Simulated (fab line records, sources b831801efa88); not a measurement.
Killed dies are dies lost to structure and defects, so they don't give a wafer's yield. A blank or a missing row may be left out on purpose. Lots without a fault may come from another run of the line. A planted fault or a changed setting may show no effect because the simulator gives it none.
Tool commonality check | flow gf180mcu | 13 lots, 39 wafers sampled

WHY IT WAS OPENED
At GF_HV_LDD_TW_MEAS_38 the reading HV_LDD_3_TW is flagged on 3 of 13 lots. Wafers without a fault read 1432, standard deviation 6.8.
Rule: a lot is flagged when every wafer of it that has a number lies more than 4 standard deviations from that mean, or none has a number. The other lots count as sound.

lot  | measured     | on            | HV_LDD_3_TW, wafer by wafer | flag
L644 | day 11 16:37 | film_metro-01 | 1434 1437 1437              |
L645 | day 12 02:59 | film_metro-01 | 1433 1438 1440              |
L647 | day 12 19:31 | film_metro-02 | 1438 1434 1437              |
L648 | day 13 02:55 | film_metro-02 | 1428 1439 1431              |
L650 | day 13 16:55 | film_metro-01 | 1437 1435 1435              |
L651 | day 14 00:43 | film_metro-04 | 1538 1529 1542              | FLAGGED
L652 | day 14 09:42 | film_metro-02 | 1425 1427 1431              |
L653 | day 14 15:13 | film_metro-01 | 1442 1432 1441              |
L654 | day 15 06:34 | film_metro-04 | 1530 1536 1524              | FLAGGED
L657 | day 16 04:07 | film_metro-04 | 1535 1532 1534              | FLAGGED
L663 | day 18 05:09 | film_metro-01 | 1433 1428 1435              |
L665 | day 18 16:13 | film_metro-04 | 1420 1429 1428              |
L666 | day 18 23:28 | film_metro-02 | 1419 1419 1422              |
The numbers of the flagged lots are 1533 on average: +101 against the usual, or +15 standard deviations.

WHICH TOOL RAN EACH LOT
The record holds 1 process step before the reading, out of a route of 602 steps. In each cell: the tool, then ch and the chambers that the sampled wafers went through, then the start.
lot  | flag    | GF_HV_LDD_IMPLANT_35
L644 |         | implanter-02 ch 0, day 11 16:14
L645 |         | implanter-02 ch 0, day 12 02:36
L647 |         | implanter-03 ch 0, day 12 19:08
L648 |         | implanter-03 ch 0, day 13 02:31
L650 |         | implanter-02 ch 0, day 13 16:31
L651 | FLAGGED | implanter-02 ch 0, day 14 00:00
L652 |         | implanter-03 ch 0, day 14 09:18
L653 |         | implanter-02 ch 0, day 14 14:50
L654 | FLAGGED | implanter-03 ch 0, day 15 05:52
L657 | FLAGGED | implanter-02 ch 0, day 16 03:24
L663 |         | implanter-02 ch 0, day 18 04:45
L665 |         | implanter-03 ch 0, day 18 15:49
L666 |         | implanter-03 ch 0, day 18 23:04
What these steps do:
- GF_HV_LDD_IMPLANT_35
- GF_HV_LDD_TW_MEAS_38

FLAGGED OVER TOTAL, TOOL BY TOOL (the gauges that took the reading come last)
step                 | tool          | lots run | flagged | share of the flagged lots | sound lots run after its first flagged lot
GF_HV_LDD_IMPLANT_35 | implanter-02  | 7        | 2       | some                      | 2 (L653,L663)
GF_HV_LDD_IMPLANT_35 | implanter-03  | 6        | 1       | some                      | 2 (L665,L666)
GF_HV_LDD_TW_MEAS_38 | film_metro-01 | 5        | 0       | none                      | -
GF_HV_LDD_TW_MEAS_38 | film_metro-02 | 4        | 0       | none                      | -
GF_HV_LDD_TW_MEAS_38 | film_metro-04 | 4        | 3       | all                       | 1 (L665)

WHAT THE TABLE ALLOWS
1 row of the table ran every flagged lot: film_metro-04 at GF_HV_LDD_TW_MEAS_38.
- film_metro-04 at GF_HV_LDD_TW_MEAS_38: 3 of its 4 lots flagged. Sound lots ran on it after the first flagged one (L665), which a lasting fault on the whole tool wouldn't allow.
No row of the table ran every flagged lot and no sound lot after the first.

WHAT THE SIMULATOR HAD PUT IN
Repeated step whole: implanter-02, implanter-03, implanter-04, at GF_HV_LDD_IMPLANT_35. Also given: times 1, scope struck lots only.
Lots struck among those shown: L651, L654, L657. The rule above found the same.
